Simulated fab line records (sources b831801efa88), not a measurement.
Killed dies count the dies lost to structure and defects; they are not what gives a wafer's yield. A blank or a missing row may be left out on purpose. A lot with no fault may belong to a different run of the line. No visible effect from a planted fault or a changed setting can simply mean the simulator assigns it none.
Struck lot and sound lot, side by side :: flow sky130 :: 21 out of 708 route steps
Sound: wafers L595.4, L595.5, L595.6. Struck: wafers L612.4, L612.5, L612.6. Last of all comes the cause.
At each step with rows: each side's tool, then ch and its chambers, then its first start. Under that, the readings that differ: sound wafers :: struck wafers :: difference of the means :: sigmas: that difference in standard deviations of wafers without a fault.
alike: readings whose means differ by less than 2 such deviations, and words and numbers that are the same on both sides. not compared: withheld readings, readings that some wafer has no value for, bounds like >300 that may hide the same value, and numbers for which the record gives no deviation and whose values overlap.
Wherever a step has rows on one side only, a row that says differs or no value, or a row with sigmas, the two part there. Numbers that don't overlap but have no deviation are shown without sigmas and don't part them. Lack of a reading on every wafer of one side parts them only where that side has two or more wafers.

first, 1 step without rows for these wafers: SKY_SONOS_TUNNEL_STRIP_11 (strips in SPM, time 600 s).
SKY_SONOS_TUNNEL_TW_MEAS_12:
  sound on film_metro-03, day 12 09:47; struck on film_metro-04, day 18 01:03
  alike: SONOS_TUNNEL_TW
then, 2 steps without rows for these wafers: SKY_SONOS_TUNNEL_CLEAN_13 (cleans in dHF, time 20 s); SKY_SONOS_ONO_OXIDATION_00 (stabilise 600 s, purge 300 s, target thk 2.6 nm).
SKY_SONOS_ONO_THK_MEAS_01:
  sound on film_metro-03, day 12 12:58; struck on film_metro-04, day 18 03:10
  alike: SONOS_ONO_OXIDATION_THK
then, 1 step without rows for these wafers: SKY_SONOS_ONO_CVD_02 (deposits Si3N4 from DCS/NH3, target thk 10.5 nm, time 180 s).
SKY_SONOS_ONO_THK_MEAS_03:
  sound on film_metro-03, day 12 14:46; struck on film_metro-02, day 18 08:11
  alike: SONOS_ONO_CVD_02_THK
then, 1 step without rows for these wafers: SKY_SONOS_ONO_CVD_04 (deposits SiO2 from SiH4/N2O, target thk 5.7199 nm).
SKY_SONOS_ONO_THK_MEAS_05:
  sound on film_metro-04, day 12 16:42; struck on film_metro-03, day 18 09:30
  alike: SONOS_ONO_CVD_04_THK
then, 3 steps without rows for these wafers: SKY_SONOS_ONO_DEHYDRATE_06 (time 60 s); SKY_SONOS_ONO_HMDS_07 (prime time 60 s); SKY_SONOS_ONO_COAT_08 (resist thk 1140 nm).
SKY_SONOS_ONO_SOFTBAKE_09: time 60 s.
  sound on litho_track-03 ch 0, day 13 05:08; struck on litho_track-03 ch 0, day 19 00:05
reading: heater_power_total_W (W)
sound: 56.53 56.62 56.58
struck: 61.65 61.58 61.56
difference: +5.02
sigmas: +99 or more

reading: run_length_s (s)
sound: 89.03 89.00 89.44
struck: 75.49 75.59 75.51
difference: -13.63
sigmas: -99 or more
then, 2 steps without rows for these wafers: SKY_SONOS_ONO_EXPOSE_10 (exposes mask ONOM, target cd 410 nm); SKY_SONOS_ONO_PEB_11.
SKY_SONOS_ONO_DEVELOP_12: develop time 60 s.
  sound on litho_track-03 ch 0, day 13 18:02; struck on litho_track-03 ch 0, day 19 16:14
reading: model.NOVOLAK_of_SONOS_ONO_COAT_08.thk_nm (nm)
sound: 1140 1143 1142
struck: 1151 1149 1148
difference: +8
sigmas: 
SKY_SONOS_ONO_CD_MEAS_13: the cd target is 410 nm.
  sound on cd_sem-02, day 13 18:10; struck on cd_sem-02, day 19 16:22
reading: cd_nm (nm)
sound: 405.1 407.0 407.6
struck: 410.1 412.3 411.9
difference: +4.9
sigmas: +2
SKY_SONOS_ONO_OVL_MEAS_14:
  sound on overlay-02, day 13 18:15; struck on overlay-02, day 19 16:27
  alike: SONOS_ONO_OVL
SKY_SONOS_ONO_ETCH_15: etches the open film in CHF3/O2, target depth 19.52 nm, time 7.8 s.
  sound on rie_diel-03 ch 0,1,3, day 13 18:16; struck on rie_diel-03 ch 0,2,3, day 19 16:28
reading: model.NOVOLAK_of_SONOS_ONO_COAT_08.thk_nm (nm)
sound: 1124 1127 1126
struck: 1135 1132 1132
difference: +7
sigmas: 
  alike: drypump_motor_current_A, oes_product_au, throttle_valve_pct
  not compared: rf_hours_counter_h
then, 1 step without rows for these wafers: SKY_SONOS_ONO_WET_ETCH_16 (etches SiO2 in dHF, target depth 14 nm, time 280 s).
-- here the record skips 31 days between the struck wafers' starts before and after, leaving off in module SONOS_ONO and picking up in module PAD_OPEN (first step shown: number 708 of the route) --
SKY_PAD_OPEN_PROBE_99:
  sound on prober-01, day 46 14:06; struck on prober-02, day 50 07:31
  alike: killed_at_M0_to_M3, killed_at_M4_up, killed_at_contacts, killed_at_front_end, killed_at_other, killed_dies, killed_on_rim, killed_open, killed_short

WHERE THEY PART
First at SKY_SONOS_ONO_SOFTBAKE_09; last, within this record, at SKY_SONOS_ONO_CD_MEAS_13. Later steps at which nothing parts them and some readings are alike: SKY_SONOS_ONO_OVL_MEAS_14, SKY_SONOS_ONO_ETCH_15, SKY_PAD_OPEN_PROBE_99.

WHY: what had been put in by the simulator
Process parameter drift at SKY_SONOS_ONO_SOFTBAKE_09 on litho_track-03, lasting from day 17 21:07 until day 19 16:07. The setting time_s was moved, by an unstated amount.
